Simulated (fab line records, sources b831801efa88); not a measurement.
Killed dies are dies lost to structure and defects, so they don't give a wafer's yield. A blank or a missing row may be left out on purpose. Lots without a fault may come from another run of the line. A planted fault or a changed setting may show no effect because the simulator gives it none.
fab line records | flow gf180mcu | part 2 of 2: steps 29 to 35 of 35
record lots=5 wafers=15 last_day=34
route steps=602 shown SALICIDE@285 CONTACT@287 M1@315
lots that met no fault: from a run of the same line without faults
start_h: hours from the record's first day to the start of the lot's first wafer shown | wait_h: hours since the lot's step before | " the same as in the row above | L1.1+2: a row that stands for several wafers | - no value, or no start given | * or withheld: withheld | < > ~ a bound
route shown NAME@n: a module of which the file shows steps, and the number in the route of the first | usual: mean/standard deviation of fault-free wafers | same: alike in all rows | chamber/n: place in a boat | sites: the reading at each site | _std_site: their standard deviation | _edge_site: outer sites' mean less inner sites' | radius_mm: how far each site lies from the wafer's centre | mask NAME#n: copy n | behind: the tool/chamber that last shaped the wafer | hold: why the lot was held/for how many hours/how that ended | device: the transistor (n, p or np) that didn't switch | end of line: the same wafers' tests at the end of the route | a step without rows: its recipe alone | killed: dies lost to structure and defects at the first sort, not the wafer's yield | map: a wafer's dies, x killed, . not, _ none there
set.NAME: the setting as run; set.NAME@STEP: as run at that earlier step | model.NAME: the simulator's own value behind a step, which no gauge read
lots at some steps of the route; a table a step, a row a wafer
services: from which hour (start_h, from the record's first day; less than 0 if before it) a tool's chamber was out of use, for how many hours, and why
## steps
# step GF_CONTACT_THK_MEAS_26
# recipe thk_meas_gauge=xrf reads=W_of_CONTACT_CVD_24
# usual CONTACT_W_THK=296/4.4
# columns lot.wafer tool chamber start_h wait_h CONTACT_W_THK[nm]
L082.1 film_metro-01 - 437.21 0.1 293
L082.2 " - " " 294
L082.4 " - " " 296
L083.1 film_metro-04 - 447.19 0.1 298
L083.3 " - " " 301
L083.6 " - " " 300
L086.2 film_metro-04 - 473.90 0.1 306
L086.3 " - " " 301
L086.5 " - " " 302
L087.4 film_metro-03 - 477.23 0.1 300
L087.5 " - " " 301
L087.6 " - " " 297
L095.2 film_metro-01 - 543.07 0.1 287
L095.3 " - " " 289
L095.5 " - " " 289
# step GF_CONTACT_CMP_27
# recipe stop_on=SiO2 down_force_psi=3.5 platen_rpm=60 t_overpolish_s=15 target_thk_nm=0 pad_velocity_m_s=0.94248
# usual head_pressure_psi=3.500/0.0074 motor_current_A=11.0/0.87 overpolish_run_s=14.999/0.0081 slurry_filter_dp_kPa=13.51/0.15 time_to_endpoint_s=70/4.8
# columns lot.wafer tool chamber start_h wait_h head_pressure_psi motor_current_A overpolish_run_s slurry_filter_dp_kPa time_to_endpoint_s
L082.4 cmp-01 2 437.27 0.0 3.488 9.9 14.995 13.86 71
L082.2 " 0 " " 3.504 11.4 15.005 13.76 75
L082.1 " 1 " " 3.500 10.4 14.993 13.61 65
L083.1 cmp-02 3 447.30 0.1 3.492 9.5 15.012 13.20 64
L083.3 " 1 " " 3.519 11.1 14.983 13.47 70
L083.6 " 2 " " 3.496 12.3 15.007 13.50 67
L086.3 cmp-02 3 474.00 0.1 3.502 10.1 15.011 13.22 67
L086.2 " 0 " " 3.493 10.4 14.996 13.48 76
L086.5 " 2 " " 3.495 12.5 14.995 13.50 72
L087.4 cmp-02 3 477.31 0.1 3.498 9.9 15.018 13.49 64
L087.5 " 2 " " 3.504 12.2 15.009 13.34 68
L087.6 " 3 " " 3.501 10.6 15.009 13.42 64
L095.2 cmp-02 0 543.12 0.0 3.490 10.3 14.993 13.54 75
L095.3 " 2 " " 3.502 12.2 14.999 13.74 69
L095.5 " 1 " " 3.494 10.6 14.994 13.60 65
# step GF_M1_SPUTTER_00
# recipe material=Ti target_thk_nm=37.5 arriving_ion_energy_ev=80 substrate_temp_c=200 chamber_pressure_pa=2 power_w=4000 time_s=150
# usual chamber_pressure_pa=2.000/0.004 throttle_valve_pct=29.7/1.2
# columns lot.wafer tool chamber start_h wait_h chamber_pressure_pa throttle_valve_pct
L082.1 pvd_sputter-01 - 437.57 0.1 1.990 29.7
L082.2 " - " " 1.996 29.7
L082.4 " - " " 2.002 31.4
L083.1 pvd_sputter-02 - 447.55 0.2 1.994 28.5
L083.3 " - " " 2.001 30.4
L083.6 " - " " 2.000 28.4
L086.2 pvd_sputter-03 - 474.25 0.1 2.007 31.0
L086.3 " - " " 1.998 28.5
L086.5 " - " " 2.008 29.5
L087.4 pvd_sputter-03 - 477.56 0.2 2.002 31.0
L087.5 " - " " 2.001 28.6
L087.6 " - " " 2.005 30.9
L095.2 pvd_sputter-01 - 543.42 0.2 2.000 29.7
L095.3 " - " " 2.001 29.7
L095.5 " - " " 1.996 29.7
# step GF_M1_SPUTTER_01
# recipe material=TiN target_thk_nm=30 power_w=6500 time_s=25 chamber_pressure_pa=0.4
# usual chamber_pressure_pa=0.4000/0.00085 throttle_valve_pct=29.8/1.3
# columns lot.wafer tool chamber start_h wait_h chamber_pressure_pa throttle_valve_pct
L082.1 pvd_sputter-01 - 437.67 0.1 0.3992 29.8
L082.2 " - " " 0.3993 29.8
L082.4 " - " " 0.4006 31.3
L083.1 pvd_sputter-02 - 447.65 0.1 0.4019 28.5
L083.3 " - " " 0.4016 30.4
L083.6 " - " " 0.3993 28.4
L086.2 pvd_sputter-03 - 474.35 0.1 0.4002 31.1
L086.3 " - " " 0.4001 28.7
L086.5 " - " " 0.4003 29.2
L087.4 pvd_sputter-03 - 477.66 0.1 0.3996 31.0
L087.5 " - " " 0.4007 28.4
L087.6 " - " " 0.3984 30.8
L095.2 pvd_sputter-01 - 543.52 0.1 0.3984 29.8
L095.3 " - " " 0.4007 29.8
L095.5 " - " " 0.4010 29.9
# step GF_M1_SPUTTER_02
# recipe material=AlCu target_thk_nm=450 power_w=10600 time_s=23.9 chamber_pressure_pa=0.4
# usual chamber_pressure_pa=0.4000/0.00081 throttle_valve_pct=29.7/1.3
# columns lot.wafer tool chamber start_h wait_h chamber_pressure_pa throttle_valve_pct
L082.1 pvd_sputter-01 - 437.70 0.0 0.4016 29.7
L082.2 " - " " 0.3996 29.7
L082.4 " - " " 0.3986 31.3
L083.1 pvd_sputter-02 - 447.68 0.0 0.3995 28.1
L083.3 " - " " 0.3990 30.3
L083.6 " - " " 0.4000 28.2
L086.2 pvd_sputter-03 - 474.38 0.0 0.4006 30.9
L086.3 " - " " 0.3992 28.4
L086.5 " - " " 0.3997 29.5
L087.4 pvd_sputter-03 - 477.69 0.0 0.4002 31.0
L087.5 " - " " 0.4003 28.5
L087.6 " - " " 0.3984 31.0
L095.2 pvd_sputter-01 - 543.55 0.0 0.4003 29.6
L095.3 " - " " 0.4012 29.9
L095.5 " - " " 0.3997 29.9
# step GF_M1_SPUTTER_03
# recipe material=Ti target_thk_nm=10 substrate_temp_c=300 chamber_pressure_pa=0.3 power_w=3000 time_s=6.7
# usual chamber_pressure_pa=0.3000/0.00066 throttle_valve_pct=29.7/1.3
# columns lot.wafer tool chamber start_h wait_h chamber_pressure_pa throttle_valve_pct
L082.1 pvd_sputter-01 - 437.73 0.0 0.2998 29.7
L082.2 " - " " 0.2992 29.5
L082.4 " - " " 0.3008 31.1
L083.1 pvd_sputter-02 - 447.71 0.0 0.3018 28.4
L083.3 " - " " 0.2996 30.6
L083.6 " - " " 0.3013 28.4
L086.2 pvd_sputter-03 - 474.41 0.0 0.3001 31.2
L086.3 " - " " 0.3004 28.5
L086.5 " - " " 0.3002 29.8
L087.4 pvd_sputter-03 - 477.72 0.0 0.2993 31.0
L087.5 " - " " 0.2996 28.5
L087.6 " - " " 0.2998 31.2
L095.2 pvd_sputter-01 - 543.58 0.0 0.3004 29.8
L095.3 " - " " 0.3000 29.7
L095.5 " - " " 0.2993 29.9
# step GF_M1_SPUTTER_04
# recipe material=TiN target_thk_nm=50 power_w=6500 time_s=41.7 chamber_pressure_pa=0.4134
# usual chamber_pressure_pa=0.4133/0.00084 throttle_valve_pct=29.7/1.3
# columns lot.wafer tool chamber start_h wait_h chamber_pressure_pa throttle_valve_pct
L082.1 pvd_sputter-01 - 437.75 0.0 0.4136 29.9
L082.2 " - " " 0.4122 29.3
L082.4 " - " " 0.4127 31.1
L083.1 pvd_sputter-02 - 447.73 0.0 0.4132 28.6
L083.3 " - " " 0.4134 30.1
L083.6 " - " " 0.4144 28.4
L086.2 pvd_sputter-03 - 474.43 0.0 0.4120 31.3
L086.3 " - " " 0.4137 28.7
L086.5 " - " " 0.4127 29.7
L087.4 pvd_sputter-03 - 477.74 0.0 0.4125 31.2
L087.5 " - " " 0.4138 28.6
L087.6 " - " " 0.4138 31.3
L095.2 pvd_sputter-01 - 543.60 0.0 0.4135 29.8
L095.3 " - " " 0.4142 30.2
L095.5 " - " " 0.4143 30.0
## services
# columns tool chamber start_h hours kind
krf_scanner-01 - 388.20 4.4 pm
cvd_w-02 - 390.00 14.0 pm
hdpcvd-02 - 395.23 0.9 repair
pvd_sputter-02 - 402.39 8.4 repair
cmp-02 - 404.14 4.0 pm
cmp-02 - 408.73 2.0 repair
krf_scanner-01 - 415.54 0.2 repair
pvd_sputter-01 - 421.59 3.7 repair
cvd_w-02 0 426.73 3.3 repair
pvd_sputter-04 - 428.73 4.3 repair
hdpcvd-02 - 438.40 6.0 pm
pvd_sputter-04 - 438.88 1.6 repair
cmp-02 - 450.45 2.8 pm
rie_diel-03 2 454.46 6.9 repair
krf_scanner-01 - 458.57 0.8 pm
krf_scanner-01 - 465.78 0.3 repair
pvd_sputter-01 - 470.32 4.6 repair
cmp-01 - 475.28 0.6 repair
krf_scanner-01 - 475.49 0.3 repair
krf_scanner-01 - 488.28 1.0 pm
cmp-02 - 489.44 1.6 repair
krf_scanner-01 - 498.64 1.3 pm
cmp-01 - 505.28 2.5 repair
hdpcvd-02 - 525.56 2.8 pm
